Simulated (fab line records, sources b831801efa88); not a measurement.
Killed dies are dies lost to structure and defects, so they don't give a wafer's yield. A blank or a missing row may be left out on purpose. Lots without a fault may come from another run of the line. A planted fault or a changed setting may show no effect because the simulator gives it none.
fab line records | flow sky130
record lots=12 wafers=36 last_day=51
route steps=708 shown LI_CONTACT@363 CONTACT@406 PAD_OPEN@708
lots that met no fault: from a run of the same line without faults
start_h: hours from the record's first day to the start of the lot's first wafer shown | wait_h: hours since the lot's step before | " the same as in the row above | L1.1+2: a row that stands for several wafers | - no value, or no start given | * or withheld: withheld | < > ~ a bound
route shown NAME@n: a module of which the file shows steps, and the number in the route of the first | usual: mean/standard deviation of fault-free wafers | same: alike in all rows | chamber/n: place in a boat | sites: the reading at each site | _std_site: their standard deviation | _edge_site: outer sites' mean less inner sites' | radius_mm: how far each site lies from the wafer's centre | mask NAME#n: copy n | behind: the tool/chamber that last shaped the wafer | hold: why the lot was held/for how many hours/how that ended | device: the transistor (n, p or np) that didn't switch | end of line: the same wafers' tests at the end of the route | a step without rows: its recipe alone | killed: dies lost to structure and defects at the first sort, not the wafer's yield | map: a wafer's dies, x killed, . not, _ none there
set.NAME: the setting as run; set.NAME@STEP: as run at that earlier step | model.NAME: the simulator's own value behind a step, which no gauge read
steps of the route over a sample of lots; a table a step, a row a wafer
services: from which hour (start_h, from the record's first day; less than 0 if before it) a tool's chamber was out of use, for how many hours, and why
## steps
# step SKY_LI_CONTACT_THK_MEAS_01
# recipe reads=PSG_of_LI_CONTACT_HDPCVD_00
# usual LI_CONTACT_HDPCVD_THK=932/8.9
# columns lot.wafer tool chamber start_h wait_h LI_CONTACT_HDPCVD_THK[nm]
L396.2 film_metro-03 - 668.73 0.1 927
L396.4 " - " " 928
L396.5 " - " " 919
L400.1 film_metro-01 - 705.73 0.1 926
L400.2 " - " " 920
L400.3 " - " " 941
L403.1 film_metro-03 - 732.18 0.1 948
L403.4 " - " " 938
L403.6 " - " " 943
L407.4 film_metro-03 - 759.51 0.0 924
L407.5 " - " " 934
L407.6 " - " " 929
L408.1 film_metro-03 - 765.55 0.1 939
L408.5 " - " " 929
L408.6 " - " " 941
L409.1 film_metro-03 - 775.47 0.1 928
L409.5 " - " " 933
L409.6 " - " " 931
L410.2 film_metro-01 - 783.98 0.1 924
L410.3 " - " " 924
L410.4 " - " " 914
L412.3 film_metro-03 - 799.59 0.1 955
L412.5 " - " " 949
L412.6 " - " " 940
L411.1 film_metro-04 - 803.68 0.1 940
L411.2 " - " " 940
L411.4 " - " " 934
L413.1 film_metro-04 - 804.73 0.1 931
L413.5 " - " " 930
L413.6 " - " " 915
L416.1 film_metro-04 - 822.84 0.1 939
L416.3 " - " " 950
L416.4 " - " " 937
L417.1 film_metro-01 - 843.82 0.1 946
L417.5 " - " " 921
L417.6 " - " " 930
# step SKY_LI_CONTACT_SPUTTER_19
# recipe material=Ti target_thk_nm=20 chamber_pressure_pa=5 power_w=2500 substrate_temp_c=200 time_s=106.37
# usual throttle_valve_pct=29.9/0.75
# columns lot.wafer tool chamber start_h wait_h throttle_valve_pct
L396.2 pvd_sputter-04 - 698.02 0.0 29.9
L396.4 " - " " 30.6
L396.5 " - " " 30.6
L400.1 pvd_sputter-01 - 734.39 0.0 29.9
L400.2 " - " " 29.8
L400.3 " - " " 30.4
L403.1 pvd_sputter-01 - 761.73 0.0 29.9
L403.4 " - " " 29.6
L403.6 " - " " 29.5
L407.4 pvd_sputter-01 - 787.23 0.0 29.7
L407.5 " - " " 29.9
L407.6 " - " " 30.3
L408.1 pvd_sputter-01 - 793.65 0.0 29.8
L408.5 " - " " 30.0
L408.6 " - " " 29.8
L409.1 pvd_sputter-04 - 803.39 0.0 30.4
L409.5 " - " " 28.7
L409.6 " - " " 30.0
L410.2 pvd_sputter-01 - 811.22 0.0 30.3
L410.3 " - " " 29.8
L410.4 " - " " 30.2
L412.3 pvd_sputter-01 - 827.35 0.0 29.7
L412.5 " - " " 29.6
L412.6 " - " " 29.8
L411.1 pvd_sputter-01 - 831.49 0.0 29.9
L411.2 " - " " 30.1
L411.4 " - " " 30.4
L413.1 pvd_sputter-01 - 832.62 0.0 30.1
L413.5 " - " " 29.9
L413.6 " - " " 30.0
L416.1 pvd_sputter-01 - 850.12 0.0 29.8
L416.3 " - " " 29.9
L416.4 " - " " 30.1
L417.1 pvd_sputter-02 - 871.45 0.0 31.6
L417.5 " - " " 29.9
L417.6 " - " " 31.4
# step SKY_LI_CONTACT_THK_MEAS_23
# recipe thk_meas_gauge=xrf reads=W_of_LI_CONTACT_CVD_21
# usual LI_CONTACT_W_THK=398/8.6
# columns lot.wafer tool chamber start_h wait_h LI_CONTACT_W_THK[nm]
L396.2 film_metro-03 - 698.41 0.1 392
L396.4 " - " " 395
L396.5 " - " " 400
L400.1 film_metro-01 - 734.77 0.1 399
L400.2 " - " " 413
L400.3 " - " " 403
L403.1 film_metro-04 - 762.11 0.1 388
L403.4 " - " " 391
L403.6 " - " " 392
L407.4 film_metro-01 - 787.64 0.1 394
L407.5 " - " " 393
L407.6 " - " " 393
L408.1 film_metro-03 - 794.03 0.1 408
L408.5 " - " " 395
L408.6 " - " " 405
L409.1 film_metro-03 - 803.77 0.1 395
L409.5 " - " " 403
L409.6 " - " " 392
L410.2 film_metro-03 - 811.61 0.1 389
L410.3 " - " " 393
L410.4 " - " " 392
L412.3 film_metro-03 - 827.75 0.1 398
L412.5 " - " " 404
L412.6 " - " " 405
L411.1 film_metro-03 - 831.87 0.1 395
L411.2 " - " " 399
L411.4 " - " " 390
L413.1 film_metro-01 - 833.00 0.1 414
L413.5 " - " " 393
L413.6 " - " " 412
L416.1 film_metro-03 - 850.50 0.1 388
L416.3 " - " " 409
L416.4 " - " " 387
L417.1 film_metro-04 - 871.84 0.1 409
L417.5 " - " " 412
L417.6 " - " " 391
# step SKY_CONTACT_CVD_00
# recipe material=Si3N4 target_thk_nm=75 temp_c=400 time_s=withheld rf_w=450
# usual heater_power_w=720/110
# columns lot.wafer tool chamber start_h wait_h heater_power_w
L396.2 pecvd-01 1 727.70 0.0 817
L396.4 " 1 " " 804
L396.5 " 0 " " 721
L400.1 pecvd-01 0 764.19 0.0 814
L400.2 " 2 " " 637
L400.3 " 1 " " 736
L403.1 pecvd-01 0 790.21 0.0 775
L403.4 " 1 " " 772
L403.6 " 2 " " 710
L407.4 pecvd-02 0 816.19 0.0 574
L407.5 " 2 " " 849
L407.6 " 1 " " 801
L408.1 pecvd-03 0 822.27 0.0 581
L408.5 " 1 " " 656
L408.6 " 2 " " 739
L409.1 pecvd-03 1 831.75 0.0 680
L409.5 " 1 " " 668
L409.6 " 0 " " 653
L410.2 pecvd-03 2 839.85 0.0 796
L410.3 " 1 " " 675
L410.4 " 0 " " 566
L412.3 pecvd-01 0 855.87 0.0 676
L412.5 " 2 " " 742
L412.6 " 0 " " 701
L411.1 pecvd-03 2 859.47 0.0 801
L411.2 " 0 " " 681
L411.4 " 1 " " 691
L413.1 pecvd-01 2 860.88 0.0 731
L413.5 " 0 " " 699
L413.6 " 1 " " 787
L416.1 pecvd-01 0 878.40 0.0 846
L416.3 " 2 " " 606
L416.4 " 2 " " 618
L417.1 pecvd-01 0 899.02 0.0 743
L417.5 " 1 " " 788
L417.6 " 2 " " 647
# step SKY_CONTACT_THK_MEAS_01
# recipe reads=Si3N4_of_CONTACT_CVD_00
# usual CONTACT_CVD_00_THK=74.9/0.9
# columns lot.wafer tool chamber start_h wait_h CONTACT_CVD_00_THK[nm]
L396.2 film_metro-01 - 727.74 - 75.2
L396.4 " - " " 76.0
L396.5 " - " " 75.5
L400.1 film_metro-04 - 764.22 - 56.3
L400.2 " - " " 56.7
L400.3 " - " " 74.3
L403.1 film_metro-01 - 790.25 - 56.3
L403.4 " - " " 75.3
L403.6 " - " " 76.0
L407.4 film_metro-01 - 816.23 - 75.7
L407.5 " - " " 76.0
L407.6 " - " " 75.4
L408.1 film_metro-02 - 822.30 - 73.7
L408.5 " - " " 75.0
L408.6 " - " " 77.1
L409.1 film_metro-02 - 831.79 - 73.9
L409.5 " - " " 74.8
L409.6 " - " " 74.7
L410.2 film_metro-04 - 839.90 - 74.1
L410.3 " - " " 74.0
L410.4 " - " " 74.3
L412.3 film_metro-01 - 855.92 - 74.9
L412.5 " - " " 76.5
L412.6 " - " " 75.2
L411.1 film_metro-04 - 859.50 - 74.8
L411.2 " - " " 73.6
L411.4 " - " " 74.3
L413.1 film_metro-01 - 860.91 - 75.7
L413.5 " - " " 75.6
L413.6 " - " " 75.9
L416.1 film_metro-01 - 878.43 - 74.2
L416.3 " - " " 74.2
L416.4 " - " " 75.2
L417.1 film_metro-04 - 899.05 - 74.2
L417.5 " - " " 74.6
L417.6 " - " " 75.9
# step SKY_CONTACT_ETCH_18
# recipe target=Si3N4 chemistry=CHF3/O2 stop_on=TiN source_w=600 bias_w=200 pressure_mtorr=40 chf3_flow_sccm=50 O2_flow_sccm=5 time_s=39 target_depth_a=750
# usual drypump_motor_current_A=5.7/0.35 oes_product_au=0.854/0.0079 throttle_valve_pct=8.793/0.009
# columns lot.wafer tool chamber start_h wait_h drypump_motor_current_A oes_product_au rf_hours_counter_h throttle_valve_pct
L396.2 rie_diel-01 3 - - 5.5 0.856 14 8.794
L396.4 " 2 " " 5.4 0.860 6 8.801
L396.5 " 2 " " 5.4 0.855 - 8.789
L400.1 rie_diel-01 1 - - 5.5 0.744 23 8.770
L400.2 " 3 " " 5.5 0.739 15 8.759
L400.3 " 0 " " 5.7 0.856 37 8.791
L403.1 rie_diel-01 1 - - 5.5 0.727 24 8.769
L403.4 " 1 " " 5.5 0.856 - 8.795
L403.6 " 2 " " 5.4 0.867 - 8.794
L407.4 rie_diel-02 3 - - 5.3 0.862 15 8.799
L407.5 " 3 " " 5.3 0.853 - 8.791
L407.6 " 2 " " 6.0 0.865 - 8.796
L408.1 rie_diel-01 0 - - 5.8 0.848 1 8.795
L408.5 " 1 " " 5.5 0.859 - 8.783
L408.6 " 0 " " 5.7 0.865 - 8.782
L409.1 rie_diel-01 3 - - 5.5 0.850 18 8.783
L409.5 " 2 " " 5.4 0.850 - 8.777
L409.6 " 1 " " 5.5 0.852 - 8.793
L410.2 rie_diel-03 2 - - 6.3 0.853 9 8.782
L410.3 " 1 " " 5.8 0.840 9 8.776
L410.4 " 3 " " 5.0 0.851 10 8.791
L412.3 rie_diel-02 1 - - 5.7 0.856 3 8.796
L412.5 " 2 " " 6.1 0.867 - 8.787
L412.6 " 1 " " 5.7 0.851 - 8.795
L411.1 rie_diel-02 2 - - 6.1 0.847 9 8.796
L411.2 " 1 " " 5.7 0.844 3 8.787
L411.4 " 0 " " 6.3 0.847 0 8.788
L413.1 rie_diel-01 3 - - 5.5 0.856 19 8.786
L413.5 " 2 " " 5.4 0.855 - 8.789
L413.6 " 1 " " 5.5 0.852 - 8.792
L416.1 rie_diel-02 2 - - 6.1 0.852 10 8.790
L416.3 " 1 " " 5.7 0.838 4 8.798
L416.4 " 3 " " 5.3 0.853 18 8.794
L417.1 rie_diel-01 0 - - 5.8 0.854 2 8.801
L417.5 " 1 " " 5.5 0.853 - 8.803
L417.6 " 0 " " 5.7 0.861 - 8.792
# step SKY_PAD_OPEN_PROBE_99
# usual killed_at_M0_to_M3=43/6.6 killed_at_M4_up=3.4/1.8 killed_at_contacts=24/5.7 killed_at_front_end=15/4.2 killed_at_other=0.3/0.58 killed_dies=86/8 killed_open=46/7.2 killed_short=39/5.8
# same gross_dies=492 killed_at_back_side=0
# columns lot.wafer tool chamber start_h wait_h killed_at_M0_to_M3 killed_at_M4_up killed_at_contacts killed_at_front_end killed_at_other killed_dies killed_open killed_short
L412.3 prober-01 - 1185.98 0.2 32 3 16 22 1 74 31 42
L412.5 prober-01 - 1186.08 0.2 42 5 21 14 1 83 49 33
L412.6 prober-01 - 1186.13 0.2 37 1 21 20 2 81 42 38
# killed by level:class
L412.3 POLY_GATE:geometric_particle:short=7 FIELD_ISO:geometric_particle:short=6 VIA2:geometric_particle:short=6 VIA3:geometric_particle:open=6 VIA2:geometric_particle:open=4 LOCAL_INTERCONNECT:geometric_particle:short=4 CONTACT:geometric_particle:open=4 VIA1:geometric_particle:open=4
L412.5 CONTACT:geometric_particle:open=9 VIA3:geometric_particle:open=8 VIA1:geometric_particle:open=8 VIA1:geometric_particle:short=6 METAL1:geometric_particle:short=6 VIA2:geometric_particle:open=6 LI_CONTACT:geometric_particle:open=5 POLY_GATE:geometric_particle:short=4
L412.6 LI_CONTACT:geometric_particle:open=7 VIA1:geometric_particle:open=7 CONTACT:geometric_particle:open=6 FIELD_ISO:geometric_particle:open=5 FIELD_ISO:geometric_particle:short=5 VIA3:geometric_particle:open=5 METAL3:geometric_particle:short=5 VIA3:geometric_particle:short=5
## services
# columns tool chamber start_h hours kind
rie_diel-02 2 683.69 34.9 repair
pecvd-02 - 684.37 2.8 pm
rie_diel-03 3 694.13 11.8 repair
rie_diel-01 3 700.66 9.5 repair
pecvd-01 1 746.98 5.8 repair
pvd_sputter-02 - 759.96 1.9 repair
rie_diel-01 1 768.08 6.9 repair
rie_diel-01 3 771.41 4.1 repair
pvd_sputter-02 - 771.96 11.7 repair
rie_diel-03 1 776.92 6.4 repair
rie_diel-03 0 796.21 4.7 repair
rie_diel-02 - 800.67 0.4 repair
pecvd-03 - 803.19 0.9 repair
rie_diel-03 1 814.35 20.0 repair
rie_diel-03 0 815.58 2.5 repair
rie_diel-01 - 816.11 1.1 repair
pecvd-02 0 826.27 5.6 repair
rie_diel-03 2 834.76 3.8 repair
rie_diel-03 3 843.83 11.1 repair
rie_diel-02 - 858.37 0.4 repair
rie_diel-01 0 865.99 36.1 repair
rie_diel-01 - 879.33 0.6 repair
rie_diel-03 - 887.69 2.8 pm
pecvd-02 1 915.36 5.5 repair
## key
first_sign step=SKY_CONTACT_THK_MEAS_01 reading=CONTACT_CVD_00_THK direction=down sigmas=21 usual=74.9 struck=56.4
effect step=SKY_CONTACT_ETCH_18 reading=oes_product_au direction=down sigmas=15 usual=0.854 struck=0.737
met_at SKY_CONTACT_CVD_00
struck_lots L400,L403
struck_wafers L400.1,L400.2,L403.1
tester_left_out L400,L403
not_acting_at SKY_LI_CONTACT_THK_MEAS_01,SKY_LI_CONTACT_SPUTTER_19,SKY_LI_CONTACT_THK_MEAS_23
onset_between 727.70 764.19
fault kind=process_parameter_drift tool=pecvd-01 chamber=- onset_h=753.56 steps=SKY_CONTACT_CVD_00 channel=target_thk_nm offset=-17.874 shape=step end_h=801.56 scope=struck_wafers_only acts_in=these_recipes_only stated=75
# tester_left_out: of these lots the tester's yield and bins aren't shown, on N5 and GAA mostly nor the transistor test; their killed dies are dies lost to structure and defects alone, not to doping, threshold or leakage, so they don't give the yield
